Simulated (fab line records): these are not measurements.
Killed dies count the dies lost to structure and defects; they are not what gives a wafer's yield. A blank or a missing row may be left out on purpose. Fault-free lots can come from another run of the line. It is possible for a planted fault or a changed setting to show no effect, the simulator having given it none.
What tool caused it? ; flow gf180mcu ; 12 lots with 36 wafers sampled at 5 steps, on a route of 602 steps

WHAT THE GAUGES SHOWED, per wafer
GF_SAB_CD_MEAS_09: the cd target is 420 nm. Usual: cdNm 420.6 nm, standard deviation 2.2.
lot;measured;on;cdNm (nm);flag
L209;day 15 14:01;cdSem-01;415.1 416.2 416.8;
L210;day 15 18:47;cdSem-02;417.5 417.7 417.5;
L211;day 16 05:49;cdSem-01;418.1 418.5 418.3;
L212;day 16 11:06;cdSem-01;420.0 421.9 420.6;
L221;day 19 18:26;cdSem-01;419.2 418.9 418.7;
L222;day 20 05:42;cdSem-02;421.2 422.1 423.0;
L223;day 20 19:58;cdSem-01;421.9 420.6 422.0;
L224;day 21 00:00;cdSem-01;416.2 418.7 418.6;
L225;day 21 12:45;cdSem-02;420.4 421.7 420.7;
L229;day 22 13:43;cdSem-01;422.6 423.6 425.3;
L230;day 22 21:59;cdSem-02;418.5 419.1 420.0;
L231;day 23 08:16;cdSem-02;420.9 421.0 421.6;

GF_CONTACT_THK_MEAS_03. Usual: for CONTACT_CVD_02_THK the level is 861 nm and the standard deviation is 12.
lot;measured;on;CONTACT_CVD_02_THK (nm);flag
L209;day 15 15:12;filmMetro-04;860 865 883;
L210;day 15 19:59;filmMetro-01;854 862 880;
L211;day 16 07:05;filmMetro-04;1296 1312 1316;OFF
L212;day 16 12:16;filmMetro-04;1291 1315 1305;OFF
L221;day 19 19:37;filmMetro-03;859 842 852;
L222;day 20 06:53;filmMetro-01;849 865 874;
L223;day 20 21:11;filmMetro-04;852 861 868;
L224;day 21 01:13;filmMetro-03;872 879 878;
L225;day 21 13:58;filmMetro-01;835 860 845;
L229;day 22 14:57;filmMetro-01;849 881 872;
L230;day 22 23:10;filmMetro-03;861 851 857;
L231;day 23 09:27;filmMetro-01;864 878 860;

TOOL THAT RAN EACH LOT (tool first, then ch and the chambers of the sampled wafers, then the start)
lot;GF_NSD_STRIP_11;GF_SALICIDE_SPUTTER_02;GF_CONTACT_CVD_02
L209;plasmaAsher-03 ch 0,1, day 13 18:28;pvdSputter-04, day 15 14:30;pecvd-03 ch 0,2, day 15 15:08
L210;plasmaAsher-02 ch 0, day 13 22:28;pvdSputter-04, day 15 19:17;pecvd-03 ch 0,2, day 15 19:55
L211;plasmaAsher-01 ch 0,1, day 14 09:10;pvdSputter-02, day 16 06:18;pecvd-03 ch 0,2, day 16 07:01
L212;plasmaAsher-02 ch 0,1, day 14 13:31;pvdSputter-01, day 16 11:33;pecvd-03 ch 1,2, day 16 12:11
L221;plasmaAsher-02 ch 0,1, day 17 17:28;pvdSputter-04, day 19 18:55;pecvd-02 ch 0,1,2, day 19 19:33
L222;plasmaAsher-01 ch 0,1, day 18 04:38;pvdSputter-04, day 20 06:10;pecvd-03 ch 1,2, day 20 06:47
L223;plasmaAsher-03 ch 0,1, day 18 18:39;pvdSputter-01, day 20 20:26;pecvd-03 ch 0,1, day 20 21:05
L224;plasmaAsher-03 ch 0,1, day 18 23:04;pvdSputter-01, day 21 00:29;pecvd-03 ch 0,1, day 21 01:08
L225;plasmaAsher-03 ch 0,1, day 19 12:08;pvdSputter-02, day 21 13:15;pecvd-02 ch 0,2, day 21 13:53
L229;plasmaAsher-03 ch 0,1, day 20 14:43;pvdSputter-01, day 22 14:14;pecvd-03 ch 0,1, day 22 14:53
L230;plasmaAsher-03 ch 0,1, day 20 22:59;pvdSputter-04, day 22 22:28;pecvd-03 ch 0,1,2, day 22 23:06
L231;plasmaAsher-01 ch 0,1, day 21 09:04;pvdSputter-01, day 23 08:43;pecvd-04 ch 0,1,2, day 23 09:23
- GF_NSD_STRIP_11: strips in O2/N2.
- GF_SALICIDE_SPUTTER_02: material Co, target thk 10 nm, time 20 s.
- GF_CONTACT_CVD_02: deposits SiO2 from TEOS, target thk 860 nm, time 95.992 s.

WHAT THE TOOLS THEMSELVES READ (means of the sampled wafers that have a number; where no wafer has one, the mark that the record gives instead)
GF_NSD_STRIP_11. Usual: drypumpMotorCurrentA 5.8 A, standard deviation 0.63; heaterPowerW 299 W, standard deviation 17; oesProductAu 0.487 a.u., standard deviation 0.0044; stripTimeToEndpointS 22.96 s, standard deviation 0.036.
lot;tool;drypumpMotorCurrentA (A);heaterPowerW (W);oesProductAu (a.u.);stripTimeToEndpointS (s);flag
L209;plasmaAsher-03;6.0;286;0.485;22.98;
L210;plasmaAsher-02;4.8;309;0.484;22.96;
L211;plasmaAsher-01;5.9;316;0.490;23.02;
L212;plasmaAsher-02;5.4;294;0.488;22.94;
L221;plasmaAsher-02;5.4;294;0.487;23.02;
L222;plasmaAsher-01;5.9;318;0.484;22.96;
L223;plasmaAsher-03;6.0;295;0.485;22.95;
L224;plasmaAsher-03;5.9;299;0.487;23.00;
L225;plasmaAsher-03;5.9;305;0.484;22.98;
L229;plasmaAsher-03;5.9;303;0.485;22.90;
L230;plasmaAsher-03;5.9;306;0.485;22.93;
L231;plasmaAsher-01;5.4;298;0.481;22.94;

GF_SALICIDE_SPUTTER_02. Usual: throttleValvePct 29.6 %, standard deviation 1.1.
lot;tool;throttleValvePct (%);flag
L209;pvdSputter-04;30.0;
L210;pvdSputter-04;28.5;
L211;pvdSputter-02;27.6;
L212;pvdSputter-01;30.4;
L221;pvdSputter-04;29.5;
L222;pvdSputter-04;29.0;
L223;pvdSputter-01;30.3;
L224;pvdSputter-01;29.7;
L225;pvdSputter-02;29.4;
L229;pvdSputter-01;30.6;
L230;pvdSputter-04;29.6;
L231;pvdSputter-01;30.1;

GF_CONTACT_CVD_02. Usual: heaterPowerW 631 W, standard deviation 91.
lot;tool;heaterPowerW (W);flag
L209;pecvd-03;720;
L210;pecvd-03;714;
L211;pecvd-03;748;
L212;pecvd-03;706;
L221;pecvd-02;576;
L222;pecvd-03;689;
L223;pecvd-03;593;
L224;pecvd-03;676;
L225;pecvd-02;529;
L229;pecvd-03;599;
L230;pecvd-03;699;
L231;pecvd-04;537;

THE ANSWER, worked out from the rows above alone
Rule: take the mean of a lot's wafers that have a number; if it is more than 3 standard deviations from the usual mean, the lot is off. Also off: a lot with no number at a reading for which 4 or more lots have one. Any other lot the step has rows for is counted as sound. The gauges are gone through in route order, then the tools' own readings, and for those a lot's mean is taken as printed above. At the first step where some lot is off, the reading lying furthest off is the one used; lots without a number count as furthest.
Off: L211, L212, seen at GF_CONTACT_THK_MEAS_03 (CONTACT_CVD_02_THK).
If a tool, at a process step before that reading, ran all the lots that are off and no sound lot after the first of them, it fits. Gauges at GF_CONTACT_THK_MEAS_03: tried the same way as those tools. Of those tried, none fits.

WHAT HAD BEEN PUT IN BY THE SIMULATOR
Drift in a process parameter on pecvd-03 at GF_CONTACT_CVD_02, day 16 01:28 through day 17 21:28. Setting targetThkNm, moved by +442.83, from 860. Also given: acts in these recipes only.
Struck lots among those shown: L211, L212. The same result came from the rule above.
